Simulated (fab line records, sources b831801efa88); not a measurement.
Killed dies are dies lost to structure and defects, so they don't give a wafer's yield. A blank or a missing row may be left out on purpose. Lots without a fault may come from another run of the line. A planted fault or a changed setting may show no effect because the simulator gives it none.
A struck lot beside a sound one | flow sky130 | 14 steps out of a route of 708
Sound: wafers L797.2, L797.4, L797.6. Struck: wafers L792.1, L792.2, L792.5. The cause comes at the end.
At each step with rows: each side's tool, then ch and its chambers, then its first start. Under that, the readings that differ: sound wafers | struck wafers | difference of the means | sigmas: that difference in standard deviations of wafers without a fault.
alike: readings whose means differ by less than 2 such deviations, and words and numbers that are the same on both sides. not compared: withheld readings, readings that some wafer has no value for, bounds like >300 that may hide the same value, and numbers for which the record gives no deviation and whose values overlap.
The two part at a step that has a row with sigmas, a row that says differs or no value, or rows on one side only. Numbers that don't overlap but have no deviation are shown without sigmas and don't part them. A reading that every wafer of one side lacks parts them only if that side has two wafers or more.

first, 1 step without rows for these wafers: SKY_LOCAL_INTERCONNECT_CLEAN_18 (cleans in O3/DIW).
SKY_CONTACT_CVD_00: deposits Si3N4, target thk 75 nm.
  sound on pecvd-02 ch 0,1,2, day 34 18:59; struck on pecvd-03 ch 1,2, day 33 03:37
  alike: heater_power_w, rf_fwd_power_W
SKY_CONTACT_THK_MEAS_01:
  sound on film_metro-02, day 34 19:02; struck on film_metro-01, day 33 03:38
  alike: CONTACT_CVD_00_THK
then, 1 step without rows for these wafers: SKY_CONTACT_HDPCVD_02 (deposits SiO2, target thk 565 nm, time 94.2 s).
SKY_CONTACT_THK_MEAS_03:
  sound on film_metro-01, day 34 19:10; struck on film_metro-02, day 33 03:46
  alike: CONTACT_HDPCVD_THK
SKY_CONTACT_CMP_04: polishes SiO2.
  sound on cmp-01 ch 0,1,3, day 34 19:13; struck on cmp-01 ch 0,1, day 33 03:53
  alike: motor_current_A, slurry_filter_dp_kPa, time_to_endpoint_s
SKY_CONTACT_BOW_MEAS_05:
  sound on film_metro-04, day 34 19:32; struck on film_metro-04, day 33 04:08
  alike: CONTACT_BOW
then, 5 steps without rows for these wafers: SKY_CONTACT_DEHYDRATE_06 (time 60 s); SKY_CONTACT_HMDS_07 (prime time 60 s); SKY_CONTACT_COAT_08 (resist thk 60 nm); SKY_CONTACT_COAT_09 (resist thk 450 nm); SKY_CONTACT_SOFTBAKE_10 (time 90 s).
SKY_CONTACT_EXPOSE_11: exposes mask CTM1, target cd 170 nm.
  sound on krf_scanner-02 ch 0, day 35 09:35; struck on krf_scanner-01, day 33 17:14
  no value came back on the struck wafers for exposure_dose_mJ_cm2, focus_offset_nm (nm), sigma_inner; on the sound wafers exposure_dose_mJ_cm2 reads 37.96 38.00 37.99
  alike: mask
then, 1 step without rows for these wafers: SKY_CONTACT_PEB_12.

WHERE THEY PART
Only at SKY_CONTACT_EXPOSE_11, within this record.

WHY: what the simulator had put in
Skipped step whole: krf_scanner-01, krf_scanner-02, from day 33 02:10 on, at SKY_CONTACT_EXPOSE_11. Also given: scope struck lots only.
